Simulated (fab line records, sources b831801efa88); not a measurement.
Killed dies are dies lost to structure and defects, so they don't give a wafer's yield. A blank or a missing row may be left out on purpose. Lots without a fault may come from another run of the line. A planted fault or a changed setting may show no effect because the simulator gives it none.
Chamber matching | flow sky130 | SKY_CONTACT_CMP_27 on cmp-01: 4 sister chambers
The step polishes, stops on SiO2, t overpolish 15 s, target thk 0 nm. 4 wafers are shown with their chamber, then 6 later ones without.

WAFERS WITH THEIR CHAMBER
wafer  | chamber | motor_current_A (A)
L373.3 | 3       | 13.6
L375.3 | 2       | 13.2
L376.4 | 1       | 13.0
L376.5 | 0       | 10.1

WAFERS WITHOUT THEIR CHAMBER
wafer  | motor_current_A (A)
L382.1 | 13.2
L382.3 | 9.9
L382.5 | 12.9
L381.1 | 13.5
L381.4 | 13.6
L381.6 | 12.5

WHICH CHAMBER EACH WENT THROUGH
wafer  | from the rows above          | in truth
L382.1 | can't be placed: 2 or 1 or 3 | 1
L382.3 | 0                            | 0
L382.5 | can't be placed: 1 or 2      | 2
L381.1 | can't be placed: 3 or 2 or 1 | 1
L381.4 | can't be placed: 3 or 2      | 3
L381.6 | can't be placed: 1 or 2      | 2
Placed correctly: 1 of 6. Can't be placed from these rows: 5 (the true chamber is among the candidates in 5). Placed wrongly: 0.
How it was worked out, from the rows above alone: a wafer's distance from a chamber is the root of the sum, over the readings, of the square of ((its reading less the chamber's mean) divided by the reading's scatter). The wafer belongs to the nearest chamber; if the next one is less than 2 further off, it can't be placed. A chamber's mean is the mean of its shown wafers. The scatter: with one shown wafer a chamber, the root of the mean of the squares of how far each hidden wafer lies from its nearest shown one.
